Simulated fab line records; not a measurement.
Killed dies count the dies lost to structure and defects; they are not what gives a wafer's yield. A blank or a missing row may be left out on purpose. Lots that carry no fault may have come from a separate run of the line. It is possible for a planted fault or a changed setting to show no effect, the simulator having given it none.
Code-filled problem report in 8D (eight disciplines) form	flow sky130	the parts of the form that need people (team, actions taken, sign-off) are left out

== 1. PROBLEM STATEMENT ==
biasW at SKY_FIELD_ISO_ETCH_17 reads a mean of 155.7 W on 6 wafers of 2 lots; wafers without a fault read 150.1 W with a standard deviation of 0.45. That is +13 standard deviations from the usual mean.
The step: etches Si in HBr/Cl2/O2, target depth 342 nm, time 97.7 s.
First seen on wafer L735.2, day 5 14:14, on rieSi-01. The record holds 36 wafers of 12 lots with a number at this step. Rule for "out" (also "out of limits"): further than 4 standard deviations from the usual mean. Any other wafer with a number is counted as sound.

== 2. WHAT IT IS; WHAT IT IS NOT ==
question	is	is not
which readings at this step	biasW	HBr_flow_sccm, oesProductAu, rfFwdPowerW, throttleValvePct
which lots	L735, L737	L722, L723, L725, L727, L728, L729, L733, L739, L740, L741
which wafers of those lots	all that have a number	-
read on which tools	rieSi-01	rieSi-02
when	from day 5 14:14	up to then (21 sound wafers); but 9 sound wafers of L739, L740, L741 came after

== 3. SUSPECTS, AND WHAT RULES EACH OUT ==
Counting: a tool stays on the suspect list if, at a process step up to the reading, it processed all lots that are out and no sound lot following the first of them.
- rieSi-01 at SKY_FIELD_ISO_ETCH_17 (etches Si in HBr/Cl2/O2, target depth 342 nm, time 97.7 s): kept. It processed each lot that is out, first L735 at day 5 14:14, and no sound lot thereafter; up to then, the last sound lot it processed was L733 at day 5 02:17. Out on those wafers are its own readings of biasW.
After counting, what remains is rieSi-01 at SKY_FIELD_ISO_ETCH_17.

== 4. THE CAUSE (what the simulator had put in) ==
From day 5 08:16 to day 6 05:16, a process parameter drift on rieSi-01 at SKY_FIELD_ISO_ETCH_17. A move of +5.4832 in setting biasW, from 150. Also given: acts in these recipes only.
After counting, this tool was the only one left.

== 5. THE CHAIN OF EFFECTS, in route order ==
Each row: a reading where the mean over the struck wafers with a number is more than 3 standard deviations away from the usual. Scope: only readings with a usual standard deviation given in the record; hours: median across lots of the time from each lot's start at the first step in this table that gives one to its start at this step; sigmas: change in usual standard deviations.
hours	step	reading	usual	on struck wafers	change	sigmas
0	SKY_FIELD_ISO_ETCH_17	biasW	150.1 W	155.7	+5.6	+13
Here are the process steps it includes:
- SKY_FIELD_ISO_ETCH_17: etches Si in HBr/Cl2/O2, target depth 342 nm, time 97.7 s.
Later steps that measure or inspect, where all struck wafers having a row at the step show a number for every such reading and not one has moved that far: SKY_VT_ADJUST_HVTP_TW_MEAS_11.

== 6. WHAT WOULD HAVE CAUGHT IT SOONER ==
In this record the first reading out of limits was taken at day 5 14:14, 6 hours after the fault began at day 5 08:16.
